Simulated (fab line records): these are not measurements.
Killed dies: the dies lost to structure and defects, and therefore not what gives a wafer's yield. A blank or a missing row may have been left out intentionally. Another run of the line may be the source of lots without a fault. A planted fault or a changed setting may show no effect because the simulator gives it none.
Code-filled problem report in 8D (eight disciplines) form / flow gf180mcu / the parts of the form that need people (team, actions taken, sign-off) are left out

## 1. WHAT WENT WRONG
At GF_MIM_STRIP_20, strip_time_to_endpoint_s averages 12.52 s over 6 wafers from 2 lots, while fault-free wafers read 11.20 s, standard deviation 0.044. Relative to the usual mean, that is a shift of +30 standard deviations.
The step: strips in O2/N2.
First observed at day 28 21:35: wafer L857.1, on plasma_asher-03. The record holds 33 wafers of 11 lots with a number at this step. Rule for "out" (also "out of limits"): further than 4 standard deviations from the usual mean. Any other wafer with a number is counted as sound.

## 2. WHAT IT IS AND WHAT IT IS NOT
question=which readings at this step | is=strip_time_to_endpoint_s | is not=drypump_motor_current_A, heater_power_w, n2_flow_sccm
question=which lots | is=L857, L861 | is not=L846, L847, L848, L850, L852, L855, L864, L867, L868
question=which wafers of those lots | is=all that have a number | is not=-
question=read on which tools | is=plasma_asher-03, plasma_asher-04 | is not=plasma_asher-02
question=when | is=from day 28 21:35 | is not=up to then (18 sound wafers); but 9 sound wafers of L864, L867, L868 came after

## 3. SUSPECTS, AND WHAT RULES EACH OUT
Counting: a tool at a process step up to the reading stays a suspect if it ran every lot that is out and no sound lot after the first of them.
- litho_track-03 at GF_MIM_COAT_14 (resist thk 1000 nm): kept. Every lot that is out went through it, starting with L857 (day 28 11:32), and after that it ran no sound lot; the last sound lot it ran before then is L855 (day 27 23:47).
The count leaves litho_track-03 at GF_MIM_COAT_14.

## 4. THE CAUSE (what the simulator had put in)
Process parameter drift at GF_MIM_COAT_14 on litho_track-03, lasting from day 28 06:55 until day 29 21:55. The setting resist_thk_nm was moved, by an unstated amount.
Counting left only this tool.

## 5. THE EFFECT CHAIN, in route order
Each row: a reading whose mean over the struck wafers that have a number lies more than 3 standard deviations from the usual. Readings are gone through only where the record gives a usual standard deviation; hours: the median, over the lots, of the time from a lot's start at the first step in this table giving one to that lot's start at this step; sigmas: the change measured in usual standard deviations.
hours=0; step=GF_MIM_STRIP_20; reading=oes_product_au; usual=0.691 a.u.; on struck wafers=0.712; change=+0.021; sigmas=+4.0
hours=0; step=GF_MIM_STRIP_20; reading=strip_time_to_endpoint_s; usual=11.20 s; on struck wafers=12.52; change=+1.32; sigmas=+30
It contains these process steps:
- GF_MIM_STRIP_20: strips in O2/N2.

## 6. HOW IT WOULD HAVE BEEN CAUGHT EARLIER
In this record the first reading out of limits was taken at day 28 21:35, 15 hours after the fault began at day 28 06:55.
Among the 2 lots that are out, L861 began GF_MIM_COAT_14 on litho_track-03 after day 28 21:35. Holding the tool at that time would have saved it.
